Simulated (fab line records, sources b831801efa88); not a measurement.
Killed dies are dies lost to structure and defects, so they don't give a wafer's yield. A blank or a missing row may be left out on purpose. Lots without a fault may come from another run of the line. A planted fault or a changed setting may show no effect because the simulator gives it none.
fab line records | flow sfq_line
record lots=14 wafers=42 last_day=96
route steps=325 shown M7@282
lots that met no fault: from a run of the same line without faults
start_h: hours from the record's first day to the start of the lot's first wafer shown | wait_h: hours since the lot's step before | " the same as in the row above | L1.1+2: a row that stands for several wafers | - no value, or no start given | * or withheld: withheld | < > ~ a bound
route shown NAME@n: a module of which the file shows steps, and the number in the route of the first | usual: mean/standard deviation of fault-free wafers | same: alike in all rows | chamber/n: place in a boat | sites: the reading at each site | _std_site: their standard deviation | _edge_site: outer sites' mean less inner sites' | radius_mm: how far each site lies from the wafer's centre | mask NAME#n: copy n | behind: the tool/chamber that last shaped the wafer | hold: why the lot was held/for how many hours/how that ended | device: the transistor (n, p or np) that didn't switch | end of line: the same wafers' tests at the end of the route | a step without rows: its recipe alone | killed: dies lost to structure and defects at the first sort, not the wafer's yield | map: a wafer's dies, x killed, . not, _ none there
set.NAME: the setting as run; set.NAME@STEP: as run at that earlier step | model.NAME: the simulator's own value behind a step, which no gauge read
steps of the route over a sample of lots; a table a step, a row a wafer
services: from which hour (start_h, from the record's first day; less than 0 if before it) a tool's chamber was out of use, for how many hours, and why
## steps
# step SFQ_TRILAYER_M7_DEP_SPUTTER_175
# recipe material=Nb base_pressure_pa=1.33e-06 chamber_pressure_pa=0.1333 substrate_temp_c=20 target_thk_nm=200 power_w=2000 time_s=133.3
# usual cathode_dc_power_W=2000.0/0.38 throttle_valve_pct=29.8/1.1
# columns lot.wafer tool chamber start_h wait_h cathode_dc_power_W throttle_valve_pct
L906.1 pvd_sputter-05 - 1854.83 0.0 2000.8 28.1
L906.5 " - " " 1999.7 30.8
L906.6 " - " " 2000.1 30.9
L907.2 pvd_sputter-03 - 1860.81 0.0 1998.7 30.3
L907.3 " - " " 2000.0 30.3
L907.4 " - " " 1999.6 29.5
L909.1 pvd_sputter-03 - 1868.01 0.0 1999.8 30.0
L909.3 " - " " 1999.6 29.5
L909.4 " - " " 2000.4 29.5
L913.4 pvd_sputter-03 - 1901.61 0.0 2934.1 29.4
L913.5 " - " " 2934.5 29.9
L913.6 " - " " 2934.4 30.3
L915.2 pvd_sputter-03 - 1910.89 0.0 2934.3 30.1
L915.5 " - " " 2933.6 29.4
L915.6 " - " " 2934.3 30.5
L918.1 pvd_sputter-06 - 1933.53 0.0 2000.3 29.6
L918.2 " - " " 2000.5 29.0
L918.4 " - " " 2000.6 32.0
L919.4 pvd_sputter-06 - 1951.31 0.0 1999.9 28.9
L919.5 " - " " 1999.4 29.4
L919.6 " - " " 1999.6 31.9
L921.1 pvd_sputter-05 - 1958.51 0.0 2000.0 30.9
L921.2 " - " " 2000.4 30.9
L921.4 " - " " 1999.7 27.9
L923.1 pvd_sputter-03 - 1977.33 0.0 1999.9 30.4
L923.2 " - " " 1999.8 30.2
L923.6 " - " " 2000.9 29.5
L924.1 pvd_sputter-05 - 1996.65 0.0 2000.0 27.8
L924.3 " - " " 2000.3 30.7
L924.6 " - " " 2000.4 29.0
L925.3 pvd_sputter-06 - 2002.45 0.0 1999.9 29.5
L925.5 " - " " 2000.2 29.3
L925.6 " - " " 2000.4 28.6
L926.2 pvd_sputter-06 - 2094.59 0.0 1999.7 31.9
L926.4 " - " " 2000.5 28.8
L926.6 " - " " 1999.5 29.9
L927.4 pvd_sputter-06 - 2115.11 0.0 1999.8 32.0
L927.5 " - " " 2000.1 31.7
L927.6 " - " " 2000.4 28.8
L928.2 pvd_sputter-03 - 2121.11 0.0 1999.4 29.3
L928.5 " - " " 1999.8 29.4
L928.6 " - " " 1999.8 30.2
# step SFQ_M7_RS_MEAS_943
# recipe thk_meas_gauge=four-point-probe reads=Nb_of_TRILAYER_M7_DEP_SPUTTER_175
# usual M7_NB_RS=0.894/0.0093
# columns lot.wafer tool chamber start_h wait_h M7_NB_RS[ohm/sq]
L906.1 film_metro-02 - 1854.92 0.0 0.900
L906.5 " - " " 0.896
L906.6 " - " " 0.896
L907.2 film_metro-01 - 1860.92 0.1 0.886
L907.3 " - " " 0.887
L907.4 " - " " 0.891
L909.1 film_metro-02 - 1868.10 0.0 0.897
L909.3 " - " " 0.897
L909.4 " - " " 0.887
L913.4 film_metro-03 - 1901.76 0.1 0.603
L913.5 " - " " 0.604
L913.6 " - " " 0.607
L915.2 film_metro-01 - 1911.00 0.1 0.602
L915.5 " - " " 0.606
L915.6 " - " " 0.604
L918.1 film_metro-03 - 1933.62 0.0 0.888
L918.2 " - " " 0.874
L918.4 " - " " 0.882
L919.4 film_metro-02 - 1951.46 0.1 0.899
L919.5 " - " " 0.906
L919.6 " - " " 0.898
L921.1 film_metro-03 - 1958.60 0.0 0.907
L921.2 " - " " 0.905
L921.4 " - " " 0.912
L923.1 film_metro-03 - 1977.42 0.0 0.889
L923.2 " - " " 0.885
L923.6 " - " " 0.886
L924.1 film_metro-01 - 1996.74 0.0 0.889
L924.3 " - " " 0.889
L924.6 " - " " 0.890
L925.3 film_metro-02 - 2002.58 0.1 0.907
L925.5 " - " " 0.899
L925.6 " - " " 0.892
L926.2 film_metro-03 - 2094.70 0.1 0.898
L926.4 " - " " 0.901
L926.6 " - " " 0.907
L927.4 film_metro-03 - 2115.26 0.1 0.906
L927.5 " - " " 0.910
L927.6 " - " " 0.903
L928.2 film_metro-01 - 2121.22 0.1 0.902
L928.5 " - " " 0.894
L928.6 " - " " 0.895
# step SFQ_TRILAYER_M7_ETCH_METAL_ETCH_180
# recipe target=Nb stop_on=SiO2 mask_material=PR chemistry=Cl2/Ar target_depth_nm=240 icp_w=600 bias_w=80 pressure_mtorr=10 time_s=120
# usual drypump_motor_current_A=5.85/0.28 oes_product_au=0.892/0.007
# columns lot.wafer tool chamber start_h wait_h drypump_motor_current_A oes_product_au rf_hours_counter_h
L906.1 rie_metal-03 0 1954.39 0.0 6.34 0.892 78
L906.5 " 1 " " 5.83 0.887 -
L906.6 " 0 " " 6.33 0.887 -
L907.2 rie_metal-01 0 1957.99 0.0 5.64 0.898 62
L907.3 " 1 " " 5.88 0.895 -
L907.4 " 0 " " 5.61 0.896 -
L909.1 rie_metal-03 0 1966.45 0.1 6.33 0.892 80
L909.3 " 0 " " 6.34 0.891 -
L909.4 " 0 " " 6.34 0.902 -
L913.4 rie_metal-01 0 2005.20 0.1 5.65 0.990 -
L913.5 " 1 " " 5.86 0.998 -
L913.6 " 0 " " 5.65 0.997 -
L915.2 rie_metal-02 0 2012.35 0.0 5.49 1.001 93
L915.5 " 0 " " 5.50 0.999 -
L915.6 " 1 " " 5.99 0.998 -
L918.1 rie_metal-03 1 2033.95 0.0 5.82 0.891 34
L918.2 " 0 " " 6.34 0.904 91
L918.4 " 1 " " 5.82 0.901 -
L919.4 rie_metal-01 0 2050.80 0.1 5.63 0.897 -
L919.5 " 1 " " 5.89 0.892 -
L919.6 " 0 " " 5.63 0.887 -
L921.1 rie_metal-01 0 2060.35 0.0 5.65 0.881 73
L921.2 " 1 " " 5.85 0.892 111
L921.4 " 1 " " 5.87 0.878 -
L923.1 rie_metal-01 1 2080.36 0.0 5.85 0.888 115
L923.2 " 0 " " 5.68 0.901 77
L923.6 " 0 " " 5.64 0.898 -
L924.1 rie_metal-01 0 2098.49 0.0 5.64 0.903 79
L924.3 " 0 " " 5.62 0.891 -
L924.6 " 1 " " 5.87 0.897 -
L925.3 rie_metal-02 0 2099.86 0.1 5.45 0.890 -
L925.5 " 1 " " 6.01 0.881 -
L925.6 " 0 " " 5.48 0.882 -
L926.2 rie_metal-01 0 2186.02 0.1 5.65 0.895 -
L926.4 " 0 " " 5.64 0.884 -
L926.6 " 0 " " 5.64 0.884 -
L927.4 rie_metal-03 0 2205.29 0.1 6.34 0.891 -
L927.5 " 0 " " 6.35 0.894 -
L927.6 " 1 " " 5.84 0.877 -
L928.2 rie_metal-02 0 2208.84 0.0 5.48 0.894 113
L928.5 " 0 " " 5.45 0.881 -
L928.6 " 1 " " 6.01 0.892 -
## services
# columns tool chamber start_h hours kind
rie_metal-03 - 1844.59 0.3 repair
pvd_sputter-06 - 1863.17 8.3 repair
pvd_sputter-03 0 1875.80 - consumable_replace:kit
pvd_sputter-03 0 1875.80 18.0 scheduled_down
pvd_sputter-03 0 1875.80 18.0 vent_cycle
rie_metal-01 1 1904.63 17.5 repair
pvd_sputter-06 - 1919.46 1.5 repair
rie_metal-03 1 1962.26 5.5 repair
pvd_sputter-03 - 1979.15 28.6 repair
pvd_sputter-03 - 1988.57 0.8 repair
pvd_sputter-05 - 2013.67 5.6 repair
rie_metal-02 - 2021.83 0.3 repair
pvd_sputter-06 - 2028.72 2.1 repair
pvd_sputter-06 - 2032.74 6.3 repair
pvd_sputter-06 - 2057.55 8.1 repair
pvd_sputter-03 - 2071.68 12.7 repair
pvd_sputter-05 - 2112.94 3.7 repair
pvd_sputter-03 - 2113.15 1.0 repair
rie_metal-03 1 2113.97 4.0 repair
pvd_sputter-05 - 2134.09 8.7 repair
rie_metal-01 1 2179.62 - clean
rie_metal-01 1 2179.62 18.8 scheduled_down
rie_metal-01 1 2179.62 18.8 vent_cycle
pvd_sputter-06 - 2194.17 0.7 repair
## key
first_sign step=SFQ_TRILAYER_M7_DEP_SPUTTER_175 reading=cathode_dc_power_W direction=up sigmas=99+ usual=2000.0 struck=2934.2
effect step=SFQ_M7_RS_MEAS_943 reading=M7_NB_RS direction=down sigmas=31 usual=0.894 struck=0.604
effect step=SFQ_TRILAYER_M7_ETCH_METAL_ETCH_180 reading=oes_product_au direction=up sigmas=15 usual=0.892 struck=0.997
met_at SFQ_TRILAYER_M7_DEP_SPUTTER_175
struck_lots L913,L915
onset_between 1868.01 1901.61
fault kind=process_parameter_drift tool=pvd_sputter-03 chamber=- onset_h=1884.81 steps=SFQ_TRILAYER_M7_DEP_SPUTTER_175 channel=power_w offset=933.98 shape=step end_h=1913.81 acts_in=these_recipes_only stated=2000
